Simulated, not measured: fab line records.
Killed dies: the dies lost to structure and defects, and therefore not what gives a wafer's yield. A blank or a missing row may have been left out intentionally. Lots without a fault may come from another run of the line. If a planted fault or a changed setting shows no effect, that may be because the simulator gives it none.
Matching of chambers -- flow sky130 -- SKY_VIA3_HDPCVD_00 on hdpcvd-01 has 3 sister chambers
The step deposits SiO2, target thk 1635 nm, time 272.5 s. 3 wafers are shown with their chamber, then 7 later ones without.

WAFERS PAIRED WITH THEIR CHAMBERS
wafer,chamber,run-length-s (s)
L592.6,0,299.3
L593.2,1,300.6
L593.3,2,299.9

WAFERS WHOSE CHAMBER IS MISSING
wafer,run-length-s (s)
L593.5,299.5
L598.1,299.1
L598.2,299.6
L598.3,299.9
L599.3,299.4
L599.5,299.1
L599.6,299.4

THE CHAMBER EACH PASSED THROUGH
wafer,from the rows above,in truth
L593.5,can't be placed: 0 or 2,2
L598.1,0,0
L598.2,can't be placed: 2 or 0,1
L598.3,2,2
L599.3,0,0
L599.5,0,0
L599.6,0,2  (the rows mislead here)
Correct placement for 4 of the 7. Unplaceable from these rows: 2, with the true chamber sitting among the candidates in 1. Placed wrongly: 1.
How it was worked out, from the rows above alone: a wafer's distance from a chamber is the root of the sum, over the readings, of the square of ((its reading less the chamber's mean) divided by the reading's scatter). The wafer belongs to the nearest chamber; if the next one is less than 2 further off, it can't be placed. The mean given for a chamber averages the wafers shown for that chamber. The scatter: root of mean squared gap, hidden wafer to nearest shown wafer, with one shown wafer a chamber.
